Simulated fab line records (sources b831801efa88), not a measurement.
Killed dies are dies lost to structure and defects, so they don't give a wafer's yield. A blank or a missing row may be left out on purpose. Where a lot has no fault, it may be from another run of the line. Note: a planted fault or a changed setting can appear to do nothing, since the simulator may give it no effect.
fab line records	flow gf180mcu
[record] lots = 5	wafers = 23
route steps=602 shown V1@339 M2@362 V2@405 V3@433 M4@460
start-h: hours from the record's first day to the start of the lot's first wafer shown	wait-h: hours from the lot's prior step to this one	" as in the row above	L1.1+2: one row covering several wafers at once	- value missing, or start not given	* or withheld: withheld	< > ~ a bound
route shown NAME@n: NAME is a module with steps in the file, n the number in the route of the first one	usual: average and standard deviation across the fault-free wafers	same: alike in all rows	chamber/n: place in a boat	sites: each site's reading	_std_site: how widely they spread, as a standard deviation	_edge_site: the outer-site mean with the inner-site mean subtracted	radius-mm: for every site, how far away it sits from the centre of the wafer	mask NAME#n: copy n	behind: tool/chamber where the wafer was last shaped	hold: why the lot went on hold/how many hours it stayed there/how the hold came to an end	device: the transistor (n, p or np) that didn't switch	end of line: at the end of the route, the tests of the same wafers	step lacking rows: just its recipe	killed: not the wafer's yield, but the dies lost to structure and defects at the first sort	map: shows each die of a wafer: x if killed, . if not, _ if none is there
set.NAME: the setting that was run; set.NAME@STEP: the one run at that earlier step	model.NAME: the simulator's own value behind a step, which no gauge read
lots run with intentionally changed settings; tables by step, rows by wafer
[[steps]]
[step GF_V1_CMP_04]
[recipe] material = SiO2	down-force-psi = 4	platen-rpm = 60	pad-velocity-m-s = 0.94248
lot.wafer	tool	chamber	start-h	wait-h	set.leave-above-ref-nm	model.SiO2_of_V1_CVD_02.thk-nm
L076.3	cmp-01	0	410.76	0.0	632.5	634.3
L076.2	"	1	"	"	632.5	630.6
L076.4	"	2	"	"	656.5	657.3
L076.5	"	0	"	"	632.5	634.1
L076.6	"	1	"	"	656.5	655
L079.3	cmp-01	1	435.03	0.1	632.5	631.2
L079.2	"	2	"	"	632.5	632.3
L079.6	"	3	"	"	632.5	633.6
L082.2	cmp-02	1	459.71	0.1	632.5	631.9
L082.3+6	"	2,1	"	"	676.8	676.3
L082.4	"	3	"	"	676.8	677.1
L082.5	"	0	"	"	632.5	633.3
L083.3	cmp-02	2	464.15	0.2	594.8	594.4
L083.4+1	"	0,1	"	"	632.5	634.6
L083.6	"	2	"	"	594.8	594.8
L083.5	"	3	"	"	632.5	635.1
L084.4	cmp-02	2	472.47	0.0	632.5	631.5
L084.3	"	0	"	"	632.5	632
L084.1	"	1	"	"	632.5	632.2
L084.6	"	2	"	"	632.5	631.1
L084.5	"	3	"	"	632.5	632.8
[step GF_V1_PEB_12]
[recipe] peb-temp-c = 135	peb-time-s = 90	resist = KrF
lot.wafer	tool	chamber	start-h	wait-h	set.peb-temp-c
L076.2+4+5	litho-track-02	0	-	-	135
L076.3+6	"	0	"	"	133.6
L079.2+3+6	litho-track-02	0	-	-	135
L082.2+4	litho-track-03	0	-	-	132
L082.3+5+6	"	0	"	"	135
L083.1+5	litho-track-03	0	-	-	137.2
L083.3+4+6	"	0	"	"	135
L084.1+4+6	litho-track-03	0	-	-	135
L084.3+5	"	0	"	"	138.5
[step GF_V1_DEVELOP_13]
[recipe] develop-time-s = 60	resist = KrF	dev-temp-c = 21
[step GF_V1_CD_MEAS_14]
[recipe] target-cd-nm = 260
[usual] cd-nm = 259.9/1.8
lot.wafer	tool	chamber	start-h	wait-h	set.peb-temp-c@V1_PEB_12	cd-nm
L076.2	cd-sem-02	-	435.28	0.1	135	259.4
L076.3	"	-	"	"	133.6	255.3
L076.4	"	-	"	"	135	260.3
L076.5	"	-	"	"	135	259.8
L076.6	"	-	"	"	133.6	255.7
L079.2	cd-sem-02	-	459.33	0.1	135	256.2
L079.3	"	-	"	"	135	256.3
L079.6	"	-	"	"	135	258.6
L082.2	cd-sem-01	-	484.20	0.1	132	252.7
L082.3	"	-	"	"	135	262.8
L082.4	"	-	"	"	132	253.1
L082.5	"	-	"	"	135	261.4
L082.6	"	-	"	"	135	262.1
L083.1	cd-sem-02	-	488.98	0.1	137.2	266.6
L083.3	"	-	"	"	135	261.6
L083.4	"	-	"	"	135	259.8
L083.5	"	-	"	"	137.2	265.7
L083.6	"	-	"	"	135	259.6
L084.1	cd-sem-01	-	496.18	0.1	135	258.0
L084.3	"	-	"	"	138.5	266.8
L084.4	"	-	"	"	135	259.3
L084.5	"	-	"	"	138.5	266.8
L084.6	"	-	"	"	135	258.8
[step GF_V1_ETCH_16]
[recipe] chemistry = N2/H2	target-depth-a = withheld	overetch-a = withheld	time-s = withheld	target = BARC	ion-energy-ev = 200	source-w = 500	bias-w = 100	pressure-mtorr = 30	n2-flow-sccm = 100	h2-flow-sccm = 200
lot.wafer	tool	chamber	start-h	wait-h	set.peb-temp-c@V1_PEB_12	model.V1.cd-nm
L076.2	rie-diel-02	2	435.42	0.0	135	260.5
L076.3	"	3	"	"	133.6	254.5
L076.4	"	3	"	"	135	259
L076.5	"	2	"	"	135	260.3
L076.6	"	1	"	"	133.6	254.9
L079.2	rie-diel-02	2	459.47	0.0	135	257.2
L079.3	"	1	"	"	135	254.8
L079.6	"	2	"	"	135	259.4
L082.2	rie-diel-01	2	484.34	0.0	132	252
L082.3	"	3	"	"	135	261.8
L082.4	"	0	"	"	132	253
L082.5	"	3	"	"	135	261
L082.6	"	0	"	"	135	262
L083.1	rie-diel-02	1	489.14	0.0	137.2	265.4
L083.3	"	2	"	"	135	262.3
L083.4	"	0	"	"	135	259.8
L083.5	"	3	"	"	137.2	264.5
L083.6	"	2	"	"	135	260.1
L084.1	rie-diel-04	1	496.34	0.0	135	257.8
L084.3	"	2	"	"	138.5	267.5
L084.4	"	1	"	"	135	259.4
L084.5	"	3	"	"	138.5	266.4
L084.6	"	2	"	"	135	259.6
[step GF_V1_ETCH_17]
[recipe] chemistry = C4F8/O2/Ar	mask-material = KrF	target = SiO2	stop-on = TiN	source-w = 1529	bias-w = 1200	pressure-mtorr = 40	c4f8-flow-sccm = withheld	O2_flow_sccm = 6	Ar_flow_sccm = 300	time-s = withheld	target-depth-a = 6300
[usual] oes-product-au = 0.856/0.0047
lot.wafer	tool	chamber	start-h	wait-h	set.leave-above-ref-nm@V1_CMP_04	oes-product-au	model.V1.feature-depth-nm
L076.2	rie-diel-02	2	-	-	632.5	0.866	630.8
L076.3	"	3	"	"	632.5	0.852	634.5
L076.4	"	3	"	"	656.5	0.889	657.5
L076.5	"	2	"	"	632.5	0.857	634.3
L076.6	"	1	"	"	656.5	0.870	655.3
L079.2	rie-diel-02	2	-	-	632.5	0.858	632.5
L079.3	"	1	"	"	632.5	0.857	631.4
L079.6	"	2	"	"	632.5	0.860	633.8
L082.2	rie-diel-01	2	-	-	632.5	0.856	632.1
L082.3	"	3	"	"	676.8	0.881	676.5
L082.4	"	0	"	"	676.8	0.886	677.3
L082.5	"	3	"	"	632.5	0.851	633.5
L082.6	"	0	"	"	676.8	0.894	676.5
L083.1	rie-diel-02	1	-	-	632.5	0.847	634.8
L083.3	"	2	"	"	594.8	0.827	594.6
L083.4	"	0	"	"	632.5	0.852	634.8
L083.5	"	3	"	"	632.5	0.856	635.3
L083.6	"	2	"	"	594.8	0.822	595
L084.1	rie-diel-04	1	-	-	632.5	0.854	632.4
L084.3	"	2	"	"	632.5	0.849	632.2
L084.4	"	1	"	"	632.5	0.849	631.7
L084.5	"	3	"	"	632.5	0.857	633
L084.6	"	2	"	"	632.5	0.854	631.3
[step GF_M2_SPUTTER_00]
[recipe] material = Ti	target-thk-nm = 37.5	arriving-ion-energy-ev = 80	substrate-temp-c = 200	chamber-pressure-pa = 2	power-w = 4000	time-s = 150
lot.wafer	tool	chamber	start-h	wait-h	set.time-s	model.Ti_of_M2_SPUTTER_00.thk-nm
L076.2	pvd-sputter-02	-	436.77	0.2	150	37.31
L076.3	"	-	"	"	138.4	34.4
L076.4	"	-	"	"	138.4	34.42
L076.5	"	-	"	"	138.4	34.52
L076.6	"	-	"	"	150	37.48
L079.2	pvd-sputter-02	-	460.86	0.1	150	38.12
L079.3	"	-	"	"	150	37.8
L079.6	"	-	"	"	150	37.78
L082.2	pvd-sputter-03	-	485.69	0.1	150	37.95
L082.3	"	-	"	"	150	37.94
L082.4	"	-	"	"	150	37.87
L082.5	"	-	"	"	150	38.12
L082.6	"	-	"	"	150	38.05
L083.1	pvd-sputter-02	-	490.49	0.2	131.3	32.99
L083.3	"	-	"	"	150	37.89
L083.4	"	-	"	"	131.3	33.17
L083.5	"	-	"	"	150	37.65
L083.6	"	-	"	"	150	37.49
L084.1	pvd-sputter-04	-	497.85	0.2	150	37.13
L084.3	"	-	"	"	150	37.3
L084.4	"	-	"	"	150	37.4
L084.5	"	-	"	"	150	37.59
L084.6	"	-	"	"	150	37.41
[step GF_M2_SPUTTER_04]
[recipe] material = TiN	target-thk-nm = 50	power-w = 6500	time-s = 41.7	chamber-pressure-pa = 0.4
lot.wafer	tool	chamber	start-h	wait-h	set.time-s	model.TiN_of_M2_SPUTTER_04.thk-nm
L076.2	pvd-sputter-02	-	436.95	0.0	36.15	43.43
L076.3	"	-	"	"	36.15	43.15
L076.4	"	-	"	"	41.7	50.88
L076.5	"	-	"	"	41.7	50.24
L076.6	"	-	"	"	41.7	50.84
L079.2	pvd-sputter-02	-	461.04	0.0	41.7	48.91
L079.3	"	-	"	"	41.7	49.06
L079.6	"	-	"	"	41.7	48.59
L082.2	pvd-sputter-03	-	485.87	0.0	46.88	55.81
L082.3	"	-	"	"	41.7	50.3
L082.4	"	-	"	"	41.7	49.81
L082.5	"	-	"	"	46.88	56.15
L082.6	"	-	"	"	46.88	55.82
L083.1	pvd-sputter-02	-	490.67	0.0	41.7	49.39
L083.3	"	-	"	"	41.7	50.01
L083.4	"	-	"	"	36.98	44.61
L083.5	"	-	"	"	36.98	44.15
L083.6	"	-	"	"	41.7	49.98
L084.1	pvd-sputter-04	-	498.03	0.0	41.7	51.26
L084.3	"	-	"	"	38.95	48.03
L084.4	"	-	"	"	41.7	51.71
L084.5	"	-	"	"	38.95	47.59
L084.6	"	-	"	"	38.95	48.32
[step GF_M2_EXPOSE_11]
[recipe] mask-id = Metal2	target-cd-nm = 280	na = 0.68	source-shape = conventional	sigma-outer = 0.6	dose-mj = 28
lot.wafer	tool	chamber	start-h	wait-h	mask	set.dose-mj
L076.2+3+4	krf-scanner-01	0	-	-	Metal2#0	28
L076.5+6	"	0	"	"	Metal2#0	26.2
L079.2+3+6	krf-scanner-02	0	-	-	Metal2#0	28
L082.2+3+4	krf-scanner-01	0	-	-	Metal2#0	26.82
L082.5+6	"	0	"	"	Metal2#0	28
L083.1+3	krf-scanner-01	0	-	-	Metal2#0	28
L083.4+5+6	"	0	"	"	Metal2#0	27.32
L084.1+6	krf-scanner-02	0	-	-	Metal2#0	27.19
L084.3+4+5	"	0	"	"	Metal2#0	28
[step GF_M2_PEB_12]
[recipe] peb-temp-c = 135	peb-time-s = 90	resist = KrF
[step GF_M2_DEVELOP_13]
[recipe] develop-time-s = 60	dev-temp-c = 21
[step GF_M2_CD_MEAS_14]
[recipe] target-cd-nm = 280
[usual] cd-nm = 280.2/1.1
lot.wafer	tool	chamber	start-h	wait-h	set.dose-mj@M2_EXPOSE_11	cd-nm
L076.2	cd-sem-01	-	460.63	0.1	28	279.3
L076.3	"	-	"	"	28	278.5
L076.4	"	-	"	"	28	278.3
L076.5	"	-	"	"	26.2	289.6
L076.6	"	-	"	"	26.2	289.0
L079.2	cd-sem-01	-	484.85	0.1	28	279.7
L079.3	"	-	"	"	28	279.2
L079.6	"	-	"	"	28	279.6
L082.2	cd-sem-02	-	509.20	0.1	26.82	286.0
L082.3	"	-	"	"	26.82	287.4
L082.4	"	-	"	"	26.82	286.8
L082.5	"	-	"	"	28	278.8
L082.6	"	-	"	"	28	280.4
L083.1	cd-sem-02	-	514.23	0.1	28	278.6
L083.3	"	-	"	"	28	279.4
L083.4	"	-	"	"	27.32	283.4
L083.5	"	-	"	"	27.32	282.4
L083.6	"	-	"	"	27.32	283.4
L084.1	cd-sem-02	-	521.43	0.1	27.19	286.3
L084.3	"	-	"	"	28	282.0
L084.4	"	-	"	"	28	280.1
L084.5	"	-	"	"	28	282.1
L084.6	"	-	"	"	27.19	285.6
[step GF_V2_CVD_23]
[recipe] material = W	target-thk-nm = 350	time-s = 104.94	temp-c = 400	pressure-torr = 40
lot.wafer	tool	chamber	start-h	wait-h	set.temp-c	model.W_of_V2_CVD_23.thk-nm
L076.2	cvd-w-01	1	487.45	0.0	412	446.3
L076.3	"	0	"	"	400	352.9
L076.4	"	1	"	"	412	447.5
L076.5	"	0	"	"	412	434.3
L076.6	"	1	"	"	400	364.4
L079.2	cvd-w-02	0	510.90	0.0	400	362.2
L079.3	"	0	"	"	400	361.1
L079.6	"	1	"	"	400	350.4
L082.2	cvd-w-02	1	534.61	0.0	388.5	286.1
L082.3	"	1	"	"	400	351.5
L082.4	"	0	"	"	400	358.9
L082.5	"	0	"	"	388.5	292.7
L082.6	"	1	"	"	400	353.1
L083.1	cvd-w-02	0	538.61	0.0	400	359.9
L083.3	"	0	"	"	392.2	308.8
L083.4	"	1	"	"	392.2	305.8
L083.5	"	1	"	"	400	347.5
L083.6	"	0	"	"	400	361.3
L084.1	cvd-w-01	1	551.60	0.0	400	358.2
L084.3	"	1	"	"	394.1	320.2
L084.4	"	1	"	"	394.1	321.6
L084.5	"	1	"	"	400	358.4
L084.6	"	1	"	"	400	358
[step GF_V2_RS_MEAS_24]
[recipe] thk-meas-gauge = four-point-probe	reads = W_of_V2_CVD_23+TiN_of_V2_SPUTTER_22+Ti_of_V2_SPUTTER_21
[usual] V2_W_RS = 0.322/0.0049
lot.wafer	tool	chamber	start-h	wait-h	set.temp-c@V2_CVD_23	V2_W_RS[ohm/sq]
L076.2	film-metro-02	-	487.58	0.1	412	0.256
L076.3	"	-	"	"	400	0.325
L076.4	"	-	"	"	412	0.255
L076.5	"	-	"	"	412	0.263
L076.6	"	-	"	"	400	0.314
L079.2	film-metro-04	-	511.03	0.1	400	0.316
L079.3	"	-	"	"	400	0.317
L079.6	"	-	"	"	400	0.327
L082.2	film-metro-04	-	534.77	0.1	388.5	0.401
L082.3	"	-	"	"	400	0.326
L082.4	"	-	"	"	400	0.319
L082.5	"	-	"	"	388.5	0.391
L082.6	"	-	"	"	400	0.324
L083.1	film-metro-02	-	538.72	0.1	400	0.318
L083.3	"	-	"	"	392.2	0.372
L083.4	"	-	"	"	392.2	0.375
L083.5	"	-	"	"	400	0.330
L083.6	"	-	"	"	400	0.317
L084.1	film-metro-04	-	551.82	0.2	400	0.319
L084.3	"	-	"	"	394.1	0.357
L084.4	"	-	"	"	394.1	0.357
L084.5	"	-	"	"	400	0.319
L084.6	"	-	"	"	400	0.320
[step GF_V2_THK_MEAS_25]
[recipe] thk-meas-gauge = xrf	reads = W_of_V2_CVD_23
[usual] V2_W_THK = 346/5.8
lot.wafer	tool	chamber	start-h	wait-h	set.temp-c@V2_CVD_23	V2_W_THK[nm]
L076.2	film-metro-02	-	487.69	0.1	412	426
L076.3	"	-	"	"	400	340
L076.4	"	-	"	"	412	427
L076.5	"	-	"	"	412	414
L076.6	"	-	"	"	400	352
L079.2	film-metro-04	-	511.14	0.1	400	352
L079.3	"	-	"	"	400	353
L079.6	"	-	"	"	400	340
L082.2	film-metro-04	-	534.88	0.1	388.5	282
L082.3	"	-	"	"	400	346
L082.4	"	-	"	"	400	352
L082.5	"	-	"	"	388.5	288
L082.6	"	-	"	"	400	348
L083.1	film-metro-02	-	538.84	0.1	400	350
L083.3	"	-	"	"	392.2	300
L083.4	"	-	"	"	392.2	298
L083.5	"	-	"	"	400	339
L083.6	"	-	"	"	400	351
L084.1	film-metro-04	-	551.94	0.1	400	353
L084.3	"	-	"	"	394.1	315
L084.4	"	-	"	"	394.1	317
L084.5	"	-	"	"	400	353
L084.6	"	-	"	"	400	352
[step GF_V2_CMP_26]
[recipe] stop-on = SiO2	down-force-psi = 3.5	platen-rpm = 60	t-overpolish-s = 15	target-thk-nm = 0	pad-velocity-m-s = 0.94248
[usual] time-to-endpoint-s = 88/3.9
lot.wafer	tool	chamber	start-h	wait-h	set.temp-c@V2_CVD_23	time-to-endpoint-s
L076.4	cmp-01	0	487.74	0.0	412	113
L076.3	"	2	"	"	400	91
L076.2	"	3	"	"	412	110
L076.5	"	0	"	"	412	112
L076.6	"	1	"	"	400	82
L079.2	cmp-02	2	511.19	0.0	400	85
L079.3	"	0	"	"	400	90
L079.6	"	3	"	"	400	85
L082.3	cmp-02	2	534.98	0.1	400	82
L082.4	"	3	"	"	400	87
L082.2	"	0	"	"	388.5	75
L082.6	"	1	"	"	400	86
L082.5	"	2	"	"	388.5	70
L083.4	cmp-02	2	538.95	0.1	392.2	73
L083.1	"	3	"	"	400	88
L083.3	"	0	"	"	392.2	77
L083.5	"	1	"	"	400	87
L083.6	"	2	"	"	400	87
L084.4	cmp-01	1	552.00	0.0	394.1	76
L084.1	"	3	"	"	400	88
L084.3	"	0	"	"	394.1	85
L084.6	"	1	"	"	400	86
L084.5	"	2	"	"	400	90
[step GF_V3_CMP_04]
[recipe] material = SiO2	down-force-psi = 4	platen-rpm = 60	pad-velocity-m-s = 0.94248
lot.wafer	tool	chamber	start-h	wait-h	set.leave-above-ref-nm	model.SiO2_of_V3_CVD_02.thk-nm
L076.2	cmp-02	3	512.57	0.1	652.2	652
L076.4	"	0	"	"	632.5	634.7
L076.3	"	1	"	"	632.5	633.2
L076.5	"	2	"	"	652.2	653.7
L076.6	"	3	"	"	632.5	633.3
L079.2	cmp-01	2	535.23	0.1	632.5	633
L079.3	"	3	"	"	632.5	632.7
L079.6	"	1	"	"	632.5	631.4
L082.3	cmp-02	3	559.15	0.0	597.9	596.6
L082.4	"	1	"	"	597.9	595.7
L082.2	"	2	"	"	597.9	597.2
L082.6	"	3	"	"	632.5	631
L082.5	"	0	"	"	632.5	632.5
L083.4	cmp-01	1	562.66	0.0	601.9	600.4
L083.1	"	2	"	"	601.9	602.9
L083.3	"	0	"	"	601.9	603.2
L083.5	"	1	"	"	632.5	631.6
L083.6	"	2	"	"	632.5	631.7
L084.1	cmp-02	0	575.55	0.1	606.7	608.8
L084.4	"	1	"	"	632.5	632.3
L084.3	"	3	"	"	606.7	607
L084.6	"	0	"	"	606.7	608.5
L084.5	"	1	"	"	632.5	632.5
[step GF_V3_PEB_12]
[recipe] peb-temp-c = 135	peb-time-s = 90	resist = KrF
lot.wafer	tool	chamber	start-h	wait-h	set.peb-time-s
L076.2+4+6	litho-track-04	0	-	-	83.67
L076.3+5	"	0	"	"	90
L079.2+3+6	litho-track-03	0	-	-	90
L082.2+3+4+5+6	litho-track-04	0	-	-	90
L083.1+4+5	litho-track-04	0	-	-	93.88
L083.3+6	"	0	"	"	90
L084.1+4	litho-track-04	0	-	-	79.35
L084.3+5+6	"	0	"	"	90
[step GF_V3_DEVELOP_13]
[recipe] develop-time-s = 60	resist = KrF	dev-temp-c = 21
[step GF_V3_ETCH_16]
[recipe] chemistry = N2/H2	target-depth-a = withheld	overetch-a = withheld	time-s = withheld	target = BARC	ion-energy-ev = 200	source-w = 500	bias-w = 100	pressure-mtorr = 30	n2-flow-sccm = 100	h2-flow-sccm = 200
[step GF_V3_ETCH_17]
[recipe] chemistry = C4F8/O2/Ar	mask-material = KrF	target = SiO2	stop-on = TiN	source-w = 1500	bias-w = 1200	pressure-mtorr = 40	c4f8-flow-sccm = withheld	O2_flow_sccm = 6	Ar_flow_sccm = 300	time-s = withheld	target-depth-a = 6350
[usual] oes-product-au = 0.856/0.0046
lot.wafer	tool	chamber	start-h	wait-h	set.leave-above-ref-nm@V3_CMP_04	oes-product-au	model.V3.feature-depth-nm
L076.2	rie-diel-03	0	-	-	652.2	0.868	652
L076.3	"	3	"	"	632.5	0.858	633.2
L076.4	"	2	"	"	632.5	0.858	634.7
L076.5	"	2	"	"	652.2	0.868	653.7
L076.6	"	1	"	"	632.5	0.858	633.3
L079.2	rie-diel-02	2	-	-	632.5	0.857	633
L079.3	"	1	"	"	632.5	0.854	632.7
L079.6	"	2	"	"	632.5	0.847	631.4
L082.2	rie-diel-03	2	-	-	597.9	0.822	597.2
L082.3	"	3	"	"	597.9	0.822	596.6
L082.4	"	1	"	"	597.9	0.831	595.7
L082.5	"	2	"	"	632.5	0.858	632.5
L082.6	"	3	"	"	632.5	0.857	631
L083.1	rie-diel-02	0	-	-	601.9	0.829	602.9
L083.3	"	2	"	"	601.9	0.838	603.2
L083.4	"	1	"	"	601.9	0.830	600.4
L083.5	"	2	"	"	632.5	0.848	631.6
L083.6	"	0	"	"	632.5	0.856	631.7
L084.1	rie-diel-04	1	-	-	606.7	0.844	608.8
L084.3	"	2	"	"	606.7	0.835	607
L084.4	"	3	"	"	632.5	0.860	632.3
L084.5	"	1	"	"	632.5	0.859	632.5
L084.6	"	2	"	"	606.7	0.841	608.5
[step GF_M4_SPUTTER_04]
[recipe] material = TiN	target-thk-nm = 50	power-w = 6500	time-s = 41.7	chamber-pressure-pa = 0.4
lot.wafer	tool	chamber	start-h	wait-h	set.time-s	model.TiN_of_M4_SPUTTER_04.thk-nm
L076.2	pvd-sputter-02	-	536.75	0.0	38.53	46.56
L076.3	"	-	"	"	41.7	49.73
L076.4	"	-	"	"	38.53	46.29
L076.5	"	-	"	"	41.7	49.98
L076.6	"	-	"	"	41.7	50.18
L079.2	pvd-sputter-04	-	560.05	0.0	41.7	50.14
L079.3	"	-	"	"	41.7	50.51
L079.6	"	-	"	"	41.7	50.42
L082.2	pvd-sputter-04	-	582.83	0.0	39.49	47.38
L082.3	"	-	"	"	39.49	47.62
L082.4	"	-	"	"	41.7	51.33
L082.5	"	-	"	"	41.7	50.74
L082.6	"	-	"	"	41.7	50.18
L083.1	pvd-sputter-03	-	587.37	0.0	41.7	50.84
L083.3	"	-	"	"	41.7	50.05
L083.4	"	-	"	"	41.7	50.17
L083.5	"	-	"	"	41.7	49.96
L083.6	"	-	"	"	41.7	50.31
L084.1	pvd-sputter-02	-	598.60	0.0	45.25	54.33
L084.3	"	-	"	"	41.7	49.58
L084.4	"	-	"	"	45.25	54.6
L084.5	"	-	"	"	45.25	54.04
L084.6	"	-	"	"	41.7	49.86
[[key]]
[split] step = GF_V1_CMP_04	setting = leave-above-ref-nm	stated = 632.5	by = wafer
[response] step = GF_V1_CMP_04	reading = model.SiO2_of_V1_CVD_02.thk-nm	change = +6.42	per = 1%	r = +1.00
[response] step = GF_V1_ETCH_17	reading = oes-product-au	change = +0.0048	per = 1%	r = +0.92
[response] step = GF_V1_ETCH_17	reading = model.V1.feature-depth-nm	change = +6.42	per = 1%	r = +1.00
[split] step = GF_V1_PEB_12	setting = peb-temp-c	stated = 135	by = wafer
[response] step = GF_V1_CD_MEAS_14	reading = cd-nm	change = +3.59	per = 1%	r = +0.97
[response] step = GF_V1_ETCH_16	reading = model.V1.cd-nm	change = +3.47	per = 1%	r = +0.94
[split] step = GF_M2_SPUTTER_00	setting = time-s	stated = 150	by = wafer
[response] step = GF_M2_SPUTTER_00	reading = model.Ti_of_M2_SPUTTER_00.thk-nm	change = +0.372	per = 1%	r = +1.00
[split] step = GF_M2_SPUTTER_04	setting = time-s	stated = 41.7	by = wafer
[response] step = GF_M2_SPUTTER_04	reading = model.TiN_of_M2_SPUTTER_04.thk-nm	change = +0.508	per = 1%	r = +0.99
[split] step = GF_M2_EXPOSE_11	setting = dose-mj	stated = 28	by = wafer
[response] step = GF_M2_CD_MEAS_14	reading = cd-nm	change = -1.66	per = 1%	r = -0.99
[split] step = GF_V2_CVD_23	setting = temp-c	stated = 400	by = wafer
[response] step = GF_V2_CVD_23	reading = model.W_of_V2_CVD_23.thk-nm	change = +25.4	per = 1%	r = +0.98
[response] step = GF_V2_RS_MEAS_24	reading = V2_W_RS	change = -0.0237	per = 1%	r = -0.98
[response] step = GF_V2_THK_MEAS_25	reading = V2_W_THK	change = +24.1	per = 1%	r = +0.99
[response] step = GF_V2_CMP_26	reading = time-to-endpoint-s	change = *	per = 1%	r = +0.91
[split] step = GF_V3_CMP_04	setting = leave-above-ref-nm	stated = 632.5	by = wafer
[response] step = GF_V3_CMP_04	reading = model.SiO2_of_V3_CVD_02.thk-nm	change = +6.21	per = 1%	r = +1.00
[response] step = GF_V3_ETCH_17	reading = oes-product-au	change = +0.00479	per = 1%	r = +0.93
[response] step = GF_V3_ETCH_17	reading = model.V3.feature-depth-nm	change = +6.21	per = 1%	r = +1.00
[split] step = GF_V3_PEB_12	setting = peb-time-s	stated = 90	by = wafer
response none clear
[split] step = GF_M4_SPUTTER_04	setting = time-s	stated = 41.7	by = wafer
[response] step = GF_M4_SPUTTER_04	reading = model.TiN_of_M4_SPUTTER_04.thk-nm	change = +0.526	per = 1%	r = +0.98
